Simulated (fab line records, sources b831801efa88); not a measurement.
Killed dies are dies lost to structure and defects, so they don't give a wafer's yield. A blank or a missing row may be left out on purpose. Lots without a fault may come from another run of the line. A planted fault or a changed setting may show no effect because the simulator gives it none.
Split-lot experiment | flow sfq_line | 5 lots, 23 wafers read, on a route of 325 steps

THE SPLIT
At SFQ_TRILAYER_M1_DEP_SPUTTER_037 (material Nb, target thk 200 nm, time 133.3 s), the setting time_s was moved away from the recipe's 133.3 s on 9 of the 23 wafers read, by -13.5% to -4.4%. The other wafers ran this setting at the recipe's value.

The file shows no step between the split and the reading.

THE READING
M1_NB_RS, in ohm/sq, at SFQ_M1_RS_MEAS_909 (measures by four-point-probe). Fault-free wafers of this fab line usually give 0.896 ohm/sq, standard deviation 0.0092 ohm/sq.

wafer  | tool, chamber at the split | time_s as run, s | against the recipe | M1_NB_RS, ohm/sq | against lot-mates on the recipe
L076.1 | pvd_sputter-05, -          | 127.4            | -4.4%              | 0.957            | +0.058
L076.2 | pvd_sputter-05, -          | 133.3            | recipe             | 0.905            | -
L076.3 | pvd_sputter-05, -          | 133.3            | recipe             | 0.895            | -
L076.4 | pvd_sputter-05, -          | 127.4            | -4.4%              | 0.944            | +0.045
L076.5 | pvd_sputter-05, -          | 133.3            | recipe             | 0.897            | -
L079.1 | pvd_sputter-06, -          | 115.9            | -13.1%             | 1.023            | +0.123
L079.2 | pvd_sputter-06, -          | 133.3            | recipe             | 0.899            | -
L079.4 | pvd_sputter-06, -          | 133.3            | recipe             | 0.903            | -
L079.5 | pvd_sputter-06, -          | 115.9            | -13.1%             | 1.008            | +0.108
L079.6 | pvd_sputter-06, -          | 133.3            | recipe             | 0.899            | -
L080.1 | pvd_sputter-05, -          | 133.3            | recipe             | 0.898            | -
L080.2 | pvd_sputter-05, -          | 115.3            | -13.5%             | 1.045            | +0.150
L080.3 | pvd_sputter-05, -          | 133.3            | recipe             | 0.894            | -
L080.4 | pvd_sputter-05, -          | 115.3            | -13.5%             | 1.046            | +0.151
L080.6 | pvd_sputter-05, -          | 133.3            | recipe             | 0.892            | -
L083.1 | pvd_sputter-03, -          | 133.3            | recipe             | 0.899            | -
L083.5 | pvd_sputter-03, -          | 133.3            | recipe             | 0.895            | -
L083.6 | pvd_sputter-03, -          | 133.3            | recipe             | 0.899            | -
L085.2 | pvd_sputter-05, -          | 122              | -8.5%              | 0.996            | +0.093
L085.3 | pvd_sputter-05, -          | 122              | -8.5%              | 0.974            | +0.071
L085.4 | pvd_sputter-05, -          | 122              | -8.5%              | 0.986            | +0.083
L085.5 | pvd_sputter-05, -          | 133.3            | recipe             | 0.891            | -
L085.6 | pvd_sputter-05, -          | 133.3            | recipe             | 0.915            | -

THE FIT
A straight line over all 23 wafers: M1_NB_RS changes by -0.01 ohm/sq for each +1% of time_s; r = -0.99; the points scatter about the line by 0.009 ohm/sq.
The same after taking each lot's own level away (the mean of its wafers on the recipe; 23 wafers): -0.01 ohm/sq for each +1%; r = -0.99; scatter 0.0096 ohm/sq.
On that fit, the largest move of time_s shifts the reading by 0.13 ohm/sq.
The lots' own levels span 0.8947 to 0.9030 ohm/sq, that is 0.9 times the standard deviation above.
So the lot-to-lot level changes the slope little: the two slopes agree.
Check: with one of the wafers moved furthest among these (-13.5%) left out of the fit, the line predicts +0.132 ohm/sq for it against its lot-mates. It came out at +0.15 ohm/sq against them.

OTHER SPLITS ON THESE WAFERS
These wafers also went through other splits before the reading. Each is held against what the fit with the lots' levels taken away leaves over:
other split on the same wafers                 | wafers away from the commonest value | r with M1_NB_RS (lot level and that fit taken away)
SFQ_TRILAYER_L0_LITHO_COAT_010 resist_thk_nm   | 12                                   | +0.49
SFQ_TRILAYER_L0_LITHO_COAT_005 spin_rpm        | 10                                   | -0.09
SFQ_TRILAYER_M0_DEP_SPUTTER_019 power_w        | 8                                    | +0.07
SFQ_TRILAYER_M0_LITHO_COAT_026 spin_rpm        | 7                                    | +0.06
SFQ_TRILAYER_I0_CMP_CMP_028 leave_above_ref_nm | 6                                    | -0.50
SFQ_TRILAYER_I0_VIA_LITHO_PEB_034 peb_time_s   | 8                                    | +0.13

THE WHOLE CHAIN: every reading that the file lists as answering this split, in the file's order
step                            | what it does                                 | reading                                                                                   | change (the file's fit)              | r (the file's)
SFQ_TRILAYER_M1_DEP_SPUTTER_037 | material Nb, target thk 200 nm, time 133.3 s | Nb_of_TRILAYER_M1_DEP_SPUTTER_037.thk_nm (the simulator's own value, which no gauge read) | +1.94 nm for each +1% of the setting | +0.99
SFQ_M1_RS_MEAS_909              | measures by four-point-probe                 | M1_NB_RS                                                                                  | -0.01 for each +1% of the setting    | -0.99

THE FILE'S OWN FIT
M1_NB_RS changes by -0.01 ohm/sq for each +1% of time_s, r = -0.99.
